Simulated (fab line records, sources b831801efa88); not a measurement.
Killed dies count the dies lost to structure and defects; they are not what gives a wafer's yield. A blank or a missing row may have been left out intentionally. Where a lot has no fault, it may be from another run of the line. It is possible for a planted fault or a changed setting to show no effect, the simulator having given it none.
Split-lot trial / flow sky130 / 23 wafers read across 5 lots, on a route 708 steps long

## ON THE SPLIT
At SKY_METAL2_SPUTTER_04 (material TiN, target thk 70 nm, time 58.3 s), the setting timeS was moved away from the recipe's 58.3 s on 11 of the 23 wafers read, by -9.2% to +5.2%. This setting was run at the recipe's value on the other wafers.

The split's own step is where the reading is taken.

## THE READING
TiN_of_METAL2_SPUTTER_04.thkNm (the simulator's own value, which no gauge read), in nm, at SKY_METAL2_SPUTTER_04 (material TiN, target thk 70 nm, time 58.3 s). No usual value for it is given in the file. The 12 wafers here that ran the recipe average 69.75 nm, standard deviation 0.94 nm.

wafer=L074.2; tool, chamber at the split=pvdSputter-02, -; timeS as run, s=58.3; against the recipe=recipe; TiN_of_METAL2_SPUTTER_04.thkNm, nm=70.87; against lot-mates on the recipe=-
wafer=L074.4; tool, chamber at the split=pvdSputter-02, -; timeS as run, s=58.3; against the recipe=recipe; TiN_of_METAL2_SPUTTER_04.thkNm, nm=71.2; against lot-mates on the recipe=-
wafer=L074.5; tool, chamber at the split=pvdSputter-02, -; timeS as run, s=58.3; against the recipe=recipe; TiN_of_METAL2_SPUTTER_04.thkNm, nm=71.05; against lot-mates on the recipe=-
wafer=L076.1; tool, chamber at the split=pvdSputter-01, -; timeS as run, s=60.93; against the recipe=+4.5%; TiN_of_METAL2_SPUTTER_04.thkNm, nm=72.23; against lot-mates on the recipe=+3.59
wafer=L076.2; tool, chamber at the split=pvdSputter-01, -; timeS as run, s=60.93; against the recipe=+4.5%; TiN_of_METAL2_SPUTTER_04.thkNm, nm=73.18; against lot-mates on the recipe=+4.54
wafer=L076.4; tool, chamber at the split=pvdSputter-01, -; timeS as run, s=58.3; against the recipe=recipe; TiN_of_METAL2_SPUTTER_04.thkNm, nm=68.96; against lot-mates on the recipe=-
wafer=L076.5; tool, chamber at the split=pvdSputter-01, -; timeS as run, s=58.3; against the recipe=recipe; TiN_of_METAL2_SPUTTER_04.thkNm, nm=68.32; against lot-mates on the recipe=-
wafer=L076.6; tool, chamber at the split=pvdSputter-01, -; timeS as run, s=60.93; against the recipe=+4.5%; TiN_of_METAL2_SPUTTER_04.thkNm, nm=71.81; against lot-mates on the recipe=+3.17
wafer=L081.1; tool, chamber at the split=pvdSputter-01, -; timeS as run, s=53.99; against the recipe=-7.4%; TiN_of_METAL2_SPUTTER_04.thkNm, nm=64.05; against lot-mates on the recipe=-6.20
wafer=L081.2; tool, chamber at the split=pvdSputter-01, -; timeS as run, s=58.3; against the recipe=recipe; TiN_of_METAL2_SPUTTER_04.thkNm, nm=70.54; against lot-mates on the recipe=-
wafer=L081.3; tool, chamber at the split=pvdSputter-01, -; timeS as run, s=58.3; against the recipe=recipe; TiN_of_METAL2_SPUTTER_04.thkNm, nm=69.97; against lot-mates on the recipe=-
wafer=L081.5; tool, chamber at the split=pvdSputter-01, -; timeS as run, s=53.99; against the recipe=-7.4%; TiN_of_METAL2_SPUTTER_04.thkNm, nm=65.24; against lot-mates on the recipe=-5.02
wafer=L081.6; tool, chamber at the split=pvdSputter-01, -; timeS as run, s=53.99; against the recipe=-7.4%; TiN_of_METAL2_SPUTTER_04.thkNm, nm=64.58; against lot-mates on the recipe=-5.67
wafer=L083.1; tool, chamber at the split=pvdSputter-02, -; timeS as run, s=52.96; against the recipe=-9.2%; TiN_of_METAL2_SPUTTER_04.thkNm, nm=62.69; against lot-mates on the recipe=-6.74
wafer=L083.2; tool, chamber at the split=pvdSputter-02, -; timeS as run, s=58.3; against the recipe=recipe; TiN_of_METAL2_SPUTTER_04.thkNm, nm=69.04; against lot-mates on the recipe=-
wafer=L083.3; tool, chamber at the split=pvdSputter-02, -; timeS as run, s=52.96; against the recipe=-9.2%; TiN_of_METAL2_SPUTTER_04.thkNm, nm=62.18; against lot-mates on the recipe=-7.25
wafer=L083.4; tool, chamber at the split=pvdSputter-02, -; timeS as run, s=58.3; against the recipe=recipe; TiN_of_METAL2_SPUTTER_04.thkNm, nm=69.81; against lot-mates on the recipe=-
wafer=L083.6; tool, chamber at the split=pvdSputter-02, -; timeS as run, s=58.3; against the recipe=recipe; TiN_of_METAL2_SPUTTER_04.thkNm, nm=69.43; against lot-mates on the recipe=-
wafer=L085.1; tool, chamber at the split=pvdSputter-01, -; timeS as run, s=61.33; against the recipe=+5.2%; TiN_of_METAL2_SPUTTER_04.thkNm, nm=72.31; against lot-mates on the recipe=+3.44
wafer=L085.2; tool, chamber at the split=pvdSputter-01, -; timeS as run, s=61.33; against the recipe=+5.2%; TiN_of_METAL2_SPUTTER_04.thkNm, nm=72.44; against lot-mates on the recipe=+3.56
wafer=L085.4; tool, chamber at the split=pvdSputter-01, -; timeS as run, s=58.3; against the recipe=recipe; TiN_of_METAL2_SPUTTER_04.thkNm, nm=69.12; against lot-mates on the recipe=-
wafer=L085.5; tool, chamber at the split=pvdSputter-01, -; timeS as run, s=58.3; against the recipe=recipe; TiN_of_METAL2_SPUTTER_04.thkNm, nm=68.63; against lot-mates on the recipe=-
wafer=L085.6; tool, chamber at the split=pvdSputter-01, -; timeS as run, s=61.33; against the recipe=+5.2%; TiN_of_METAL2_SPUTTER_04.thkNm, nm=73.03; against lot-mates on the recipe=+4.16

FIT RESULTS
A straight line over all 23 wafers: TiN_of_METAL2_SPUTTER_04.thkNm changes by +0.686 nm for each +1% of timeS; r = +0.97; the points scatter about the line by 0.86 nm.
The same after taking each lot's own level away (the mean of its wafers on the recipe; 23 wafers): +0.764 nm for each +1%; r = +0.99; scatter 0.41 nm.
Per that fit: largest timeS move, reading shift of 7 nm.
Measured against the standard deviation above, the lots' own levels, which go from 68.640 to 71.040 nm, span 2.5 times it.
So the lot-to-lot level changes the slope: the two fits differ.
Check: -7.05 nm against its lot-mates is what the line predicts for one of the wafers moved furthest among these (-9.2%) when that wafer is left out of the fit. Against them it came out at -6.74 nm.

## ADDITIONAL SPLITS CARRIED BY THESE WAFERS
Before the reading, these wafers also passed through other splits. Each is held against what the fit with the lots' levels taken away leaves over:
other split on the same wafers=SKY_LOCAL_INTERCONNECT_DEVELOP_10 developTimeS; wafers away from the commonest value=4; r with TiN_of_METAL2_SPUTTER_04.thkNm (lot level and that fit taken away)=-0.07
other split on the same wafers=SKY_CONTACT_HDPCVD_02 timeS; wafers away from the commonest value=6; r with TiN_of_METAL2_SPUTTER_04.thkNm (lot level and that fit taken away)=-0.20
other split on the same wafers=SKY_CONTACT_COAT_09 resistThkNm; wafers away from the commonest value=5; r with TiN_of_METAL2_SPUTTER_04.thkNm (lot level and that fit taken away)=+0.51
other split on the same wafers=SKY_CONTACT_EXPOSE_11 doseMj; wafers away from the commonest value=9; r with TiN_of_METAL2_SPUTTER_04.thkNm (lot level and that fit taken away)=-0.05
other split on the same wafers=SKY_CONTACT_SPUTTER_23 powerW; wafers away from the commonest value=9; r with TiN_of_METAL2_SPUTTER_04.thkNm (lot level and that fit taken away)=-0.07
other split on the same wafers=SKY_METAL1_SPUTTER_00 timeS; wafers away from the commonest value=7; r with TiN_of_METAL2_SPUTTER_04.thkNm (lot level and that fit taken away)=-0.50
other split on the same wafers=SKY_VIA1_CMP_02 leaveAboveRefNm; wafers away from the commonest value=9; r with TiN_of_METAL2_SPUTTER_04.thkNm (lot level and that fit taken away)=-0.19
other split on the same wafers=SKY_VIA1_DEVELOP_11 devTempC; wafers away from the commonest value=7; r with TiN_of_METAL2_SPUTTER_04.thkNm (lot level and that fit taken away)=+0.29
other split on the same wafers=SKY_VIA1_SPUTTER_20 chamberPressurePa; wafers away from the commonest value=10; r with TiN_of_METAL2_SPUTTER_04.thkNm (lot level and that fit taken away)=-0.01

## THE FILE'S OWN FIT
TiN_of_METAL2_SPUTTER_04.thkNm changes by +0.764 nm for each +1% of timeS, r = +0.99.
